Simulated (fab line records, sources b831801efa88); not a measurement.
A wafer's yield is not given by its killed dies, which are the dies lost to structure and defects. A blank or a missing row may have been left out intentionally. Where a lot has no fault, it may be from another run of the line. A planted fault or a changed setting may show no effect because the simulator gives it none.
Which of the tools did it? / flow gf180mcu / 36 wafers from 12 lots sampled at 7 of the route's 602 steps

## WHAT EACH GAUGE READ, for each wafer
GF_LVPWELL_OVL_MEAS_07.
lot=L321; measured=day 3 20:14; on=overlay-01; LVPWELL_OVL (nm)=-2.4 -0.8 -1.0
lot=L322; measured=day 4 02:41; on=overlay-01; LVPWELL_OVL (nm)=-0.9 -0.2 -1.8
lot=L323; measured=day 4 07:38; on=overlay-01; LVPWELL_OVL (nm)=-3.9 -2.3 -2.8
lot=L325; measured=day 4 20:02; on=overlay-01; LVPWELL_OVL (nm)=-1.7 0.1 -0.6
lot=L326; measured=day 5 01:21; on=overlay-02; LVPWELL_OVL (nm)=0.8 0.9 0.5
lot=L327; measured=day 5 05:05; on=overlay-02; LVPWELL_OVL (nm)=-2.1 -0.4 -1.5
lot=L328; measured=day 5 17:32; on=overlay-01; LVPWELL_OVL (nm)=3.7 3.5 2.9
lot=L329; measured=day 5 22:15; on=overlay-01; LVPWELL_OVL (nm)=-3.2 -1.6 -3.4
lot=L331; measured=day 6 04:30; on=overlay-02; LVPWELL_OVL (nm)=-0.8 -0.1 -2.3
lot=L339; measured=day 8 05:38; on=overlay-01; LVPWELL_OVL (nm)=0.1 0.9 1.8
lot=L340; measured=day 8 09:15; on=overlay-02; LVPWELL_OVL (nm)=-0.5 1.6 0.4
lot=L341; measured=day 8 14:50; on=overlay-01; LVPWELL_OVL (nm)=-5.4 -3.3 -3.2

GF_NSD_TW_MEAS_12.
lot=L321; measured=day 13 09:00; on=filmMetro-04; NSD_TW=4243 4255 4269
lot=L322; measured=day 14 00:50; on=filmMetro-03; NSD_TW=4229 4229 4250
lot=L323; measured=day 14 03:48; on=filmMetro-02; NSD_TW=4220 4244 4248
lot=L325; measured=day 14 20:04; on=filmMetro-02; NSD_TW=4226 4214 4250
lot=L326; measured=day 15 10:43; on=filmMetro-03; NSD_TW=4274 4256 4273
lot=L327; measured=day 15 13:29; on=filmMetro-02; NSD_TW=4237 4247 4247
lot=L328; measured=day 16 09:35; on=filmMetro-03; NSD_TW=4255 4254 4245
lot=L329; measured=day 16 16:01; on=filmMetro-04; NSD_TW=4263 4263 4236
lot=L331; measured=day 17 01:49; on=filmMetro-02; NSD_TW=4242 4246 4207
lot=L339; measured=day 20 01:29; on=filmMetro-03; NSD_TW=4875 4882 4870
lot=L340; measured=day 20 08:04; on=filmMetro-03; NSD_TW=4849 4835 4861
lot=L341; measured=day 20 13:49; on=filmMetro-03; NSD_TW=4859 4877 4879

GF_PSD_RS_MEAS_14: the measuring method here is four-point-probe.
lot=L321; measured=day 14 05:33; on=filmMetro-04; NSD_RS (ohm/sq)=46.21 46.19 46.09
lot=L322; measured=day 14 21:56; on=filmMetro-04; NSD_RS (ohm/sq)=46.08 46.19 46.10
lot=L323; measured=day 15 01:54; on=filmMetro-04; NSD_RS (ohm/sq)=46.20 46.11 46.14
lot=L325; measured=day 15 18:49; on=filmMetro-03; NSD_RS (ohm/sq)=46.09 46.08 46.16
lot=L326; measured=day 16 09:13; on=filmMetro-02; NSD_RS (ohm/sq)=46.13 46.22 46.16
lot=L327; measured=day 16 12:29; on=filmMetro-02; NSD_RS (ohm/sq)=46.25 46.27 46.12
lot=L328; measured=day 17 08:56; on=filmMetro-04; NSD_RS (ohm/sq)=46.24 46.20 46.25
lot=L329; measured=day 17 16:20; on=filmMetro-04; NSD_RS (ohm/sq)=46.08 46.20 46.14
lot=L331; measured=day 18 01:29; on=filmMetro-03; NSD_RS (ohm/sq)=46.05 46.18 46.13
lot=L339; measured=day 21 02:50; on=filmMetro-02; NSD_RS (ohm/sq)=25.65 25.57 25.54
lot=L340; measured=day 21 07:44; on=filmMetro-03; NSD_RS (ohm/sq)=25.52 25.60 25.54
lot=L341; measured=day 21 14:44; on=filmMetro-03; NSD_RS (ohm/sq)=25.47 25.50 25.52

GF_SAB_THK_MEAS_01.
lot=L321; measured=day 14 05:48; on=filmMetro-02; SAB_CVD_00_THK (nm)=48.2 50.4 49.3
lot=L322; measured=day 14 22:11; on=filmMetro-02; SAB_CVD_00_THK (nm)=49.0 48.5 49.8
lot=L323; measured=day 15 02:09; on=filmMetro-02; SAB_CVD_00_THK (nm)=48.1 50.0 49.4
lot=L325; measured=day 15 19:05; on=filmMetro-01; SAB_CVD_00_THK (nm)=50.3 50.8 50.1
lot=L326; measured=day 16 09:37; on=filmMetro-01; SAB_CVD_00_THK (nm)=49.5 50.3 50.3
lot=L327; measured=day 16 12:44; on=filmMetro-04; SAB_CVD_00_THK (nm)=50.1 50.9 50.8
lot=L328; measured=day 17 09:12; on=filmMetro-01; SAB_CVD_00_THK (nm)=49.4 50.3 49.2
lot=L329; measured=day 17 16:34; on=filmMetro-02; SAB_CVD_00_THK (nm)=51.3 50.0 49.9
lot=L331; measured=day 18 01:43; on=filmMetro-02; SAB_CVD_00_THK (nm)=49.5 49.9 50.6
lot=L339; measured=day 21 03:05; on=filmMetro-02; SAB_CVD_00_THK (nm)=49.4 48.6 49.2
lot=L340; measured=day 21 07:58; on=filmMetro-02; SAB_CVD_00_THK (nm)=51.3 50.8 50.2
lot=L341; measured=day 21 14:59; on=filmMetro-02; SAB_CVD_00_THK (nm)=50.1 50.9 51.6

GF_CONTACT_OVL_MEAS_15.
lot=L321; measured=day 16 02:34; on=overlay-02; CONTACT_OVL (nm)=4 -3 -3
lot=L322; measured=day 16 20:35; on=overlay-02; CONTACT_OVL (nm)=0 -13 -7
lot=L323; measured=day 17 01:01; on=overlay-02; CONTACT_OVL (nm)=1 4 2
lot=L325; measured=day 17 18:53; on=overlay-01; CONTACT_OVL (nm)=-8 -4 -2
lot=L326; measured=day 18 09:58; on=overlay-02; CONTACT_OVL (nm)=-6 5 2
lot=L327; measured=day 18 14:27; on=overlay-02; CONTACT_OVL (nm)=-1 0 -5
lot=L328; measured=day 19 12:23; on=overlay-02; CONTACT_OVL (nm)=-2 3 -3
lot=L329; measured=day 19 19:55; on=overlay-02; CONTACT_OVL (nm)=1 -3 -2
lot=L331; measured=day 20 04:49; on=overlay-01; CONTACT_OVL (nm)=-4 -5 -12
lot=L339; measured=day 23 04:14; on=overlay-02; CONTACT_OVL (nm)=-2 -4 1
lot=L340; measured=day 23 08:37; on=overlay-02; CONTACT_OVL (nm)=-5 -7 0
lot=L341; measured=day 23 15:14; on=overlay-01; CONTACT_OVL (nm)=1 -4 7

## WHAT TOOL EACH LOT RAN ON (gives the tool, then ch and the chambers of the sampled wafers, and finally the start)
lot=L321; GF_NSD_IMPLANT_09=implanter-02 ch 0, day 13 08:37; GF_NSD_STRIP_11=plasmaAsher-01 ch 0,1, day 13 08:53
lot=L322; GF_NSD_IMPLANT_09=implanter-02 ch 0, day 14 00:26; GF_NSD_STRIP_11=plasmaAsher-04 ch 0,1, day 14 00:44
lot=L323; GF_NSD_IMPLANT_09=implanter-02 ch 0, day 14 03:25; GF_NSD_STRIP_11=plasmaAsher-03 ch 0,1, day 14 03:41
lot=L325; GF_NSD_IMPLANT_09=implanter-04 ch 0, day 14 19:40; GF_NSD_STRIP_11=plasmaAsher-04 ch 0,1, day 14 19:58
lot=L326; GF_NSD_IMPLANT_09=implanter-04 ch 0, day 15 10:21; GF_NSD_STRIP_11=plasmaAsher-04 ch 0,1, day 15 10:38
lot=L327; GF_NSD_IMPLANT_09=implanter-04 ch 0, day 15 13:05; GF_NSD_STRIP_11=plasmaAsher-03 ch 0,1, day 15 13:23
lot=L328; GF_NSD_IMPLANT_09=implanter-01 ch 0, day 16 09:11; GF_NSD_STRIP_11=plasmaAsher-04 ch 0,1, day 16 09:29
lot=L329; GF_NSD_IMPLANT_09=implanter-01 ch 0, day 16 15:40; GF_NSD_STRIP_11=plasmaAsher-04 ch 0,1, day 16 15:55
lot=L331; GF_NSD_IMPLANT_09=implanter-04 ch 0, day 17 01:28; GF_NSD_STRIP_11=plasmaAsher-03 ch 0,1, day 17 01:44
lot=L339; GF_NSD_IMPLANT_09=implanter-04 ch 0, day 20 01:05; GF_NSD_STRIP_11=plasmaAsher-03 ch 0,1, day 20 01:23
lot=L340; GF_NSD_IMPLANT_09=implanter-01 ch 0, day 20 07:43; GF_NSD_STRIP_11=plasmaAsher-03 ch 0,1, day 20 07:58
lot=L341; GF_NSD_IMPLANT_09=implanter-01 ch 0, day 20 13:25; GF_NSD_STRIP_11=plasmaAsher-01 ch 0,1, day 20 13:43
- GF_NSD_IMPLANT_09
- GF_NSD_STRIP_11: strips in O2/N2.

## AS READ BY THE TOOLS THEMSELVES (means over the sampled wafers that have a number; for cases with no such wafer, the mark the record gives instead)
GF_NSD_IMPLANT_09.
lot=L321 tool=implanter-02 doseIonsCm2=4.005e+15
lot=L322 tool=implanter-02 doseIonsCm2=4.005e+15
lot=L323 tool=implanter-02 doseIonsCm2=3.999e+15
lot=L325 tool=implanter-04 doseIonsCm2=3.998e+15
lot=L326 tool=implanter-04 doseIonsCm2=3.995e+15
lot=L327 tool=implanter-04 doseIonsCm2=4.000e+15
lot=L328 tool=implanter-01 doseIonsCm2=3.997e+15
lot=L329 tool=implanter-01 doseIonsCm2=3.995e+15
lot=L331 tool=implanter-04 doseIonsCm2=3.998e+15
lot=L339 tool=implanter-04 doseIonsCm2=4.001e+15
lot=L340 tool=implanter-01 doseIonsCm2=4.002e+15
lot=L341 tool=implanter-01 doseIonsCm2=4.000e+15

GF_NSD_STRIP_11.
lot=L321; tool=plasmaAsher-01; drypumpMotorCurrentA (A)=5.7; heaterPowerW (W)=370; oesProductAu (a.u.)=0.493; stripTimeToEndpointS (s)=22.89
lot=L322; tool=plasmaAsher-04; drypumpMotorCurrentA (A)=5.2; heaterPowerW (W)=304; oesProductAu (a.u.)=0.487; stripTimeToEndpointS (s)=22.91
lot=L323; tool=plasmaAsher-03; drypumpMotorCurrentA (A)=6.4; heaterPowerW (W)=366; oesProductAu (a.u.)=0.481; stripTimeToEndpointS (s)=23.02
lot=L325; tool=plasmaAsher-04; drypumpMotorCurrentA (A)=5.2; heaterPowerW (W)=302; oesProductAu (a.u.)=0.482; stripTimeToEndpointS (s)=22.96
lot=L326; tool=plasmaAsher-04; drypumpMotorCurrentA (A)=5.2; heaterPowerW (W)=298; oesProductAu (a.u.)=0.487; stripTimeToEndpointS (s)=23.00
lot=L327; tool=plasmaAsher-03; drypumpMotorCurrentA (A)=6.4; heaterPowerW (W)=354; oesProductAu (a.u.)=0.490; stripTimeToEndpointS (s)=23.00
lot=L328; tool=plasmaAsher-04; drypumpMotorCurrentA (A)=5.2; heaterPowerW (W)=300; oesProductAu (a.u.)=0.486; stripTimeToEndpointS (s)=23.00
lot=L329; tool=plasmaAsher-04; drypumpMotorCurrentA (A)=5.2; heaterPowerW (W)=301; oesProductAu (a.u.)=0.486; stripTimeToEndpointS (s)=22.99
lot=L331; tool=plasmaAsher-03; drypumpMotorCurrentA (A)=6.3; heaterPowerW (W)=352; oesProductAu (a.u.)=0.484; stripTimeToEndpointS (s)=23.02
lot=L339; tool=plasmaAsher-03; drypumpMotorCurrentA (A)=6.4; heaterPowerW (W)=349; oesProductAu (a.u.)=0.458; stripTimeToEndpointS (s)=26.29
lot=L340; tool=plasmaAsher-03; drypumpMotorCurrentA (A)=6.4; heaterPowerW (W)=363; oesProductAu (a.u.)=0.455; stripTimeToEndpointS (s)=26.29
lot=L341; tool=plasmaAsher-01; drypumpMotorCurrentA (A)=5.8; heaterPowerW (W)=379; oesProductAu (a.u.)=0.455; stripTimeToEndpointS (s)=26.31

## THE ANSWER, worked out from the rows above alone
Rule: the usual values come from the lots themselves. Put in order of their means at a reading, lots are off if they are a third of the lots or fewer, leave a main group of 4 or more, and stand apart from it by a gap of 3 or more times the standard deviation of the main group's means; of several such gaps the widest counts. The tables above print the reading to a certain number of digits; a main group whose means all agree to those digits is not used. Also off: a lot with no number at a reading for which 4 or more lots have one. The other lots that the step has rows for count as sound. Order of review: gauges by route order, followed by the tools' own readings, for which a lot's mean as printed above is used. At the first step where some lot is off, the reading lying furthest off is the one used; lots without a number count as furthest.
Off: at GF_NSD_TW_MEAS_12 (NSD_TW), L339, L340, L341. Main group: mean 4245, sd 12.
A tool fits if, at a process step before that reading, it ran every lot that is off, and no sound lot after the first of them. The gauges at GF_NSD_TW_MEAS_12 aren't tried: what is off there is off at GF_NSD_STRIP_11 too, on other tools, and a gauge's error can't cause that. Not one of the candidates tried fits.

## WHAT THE SIMULATOR PUT IN
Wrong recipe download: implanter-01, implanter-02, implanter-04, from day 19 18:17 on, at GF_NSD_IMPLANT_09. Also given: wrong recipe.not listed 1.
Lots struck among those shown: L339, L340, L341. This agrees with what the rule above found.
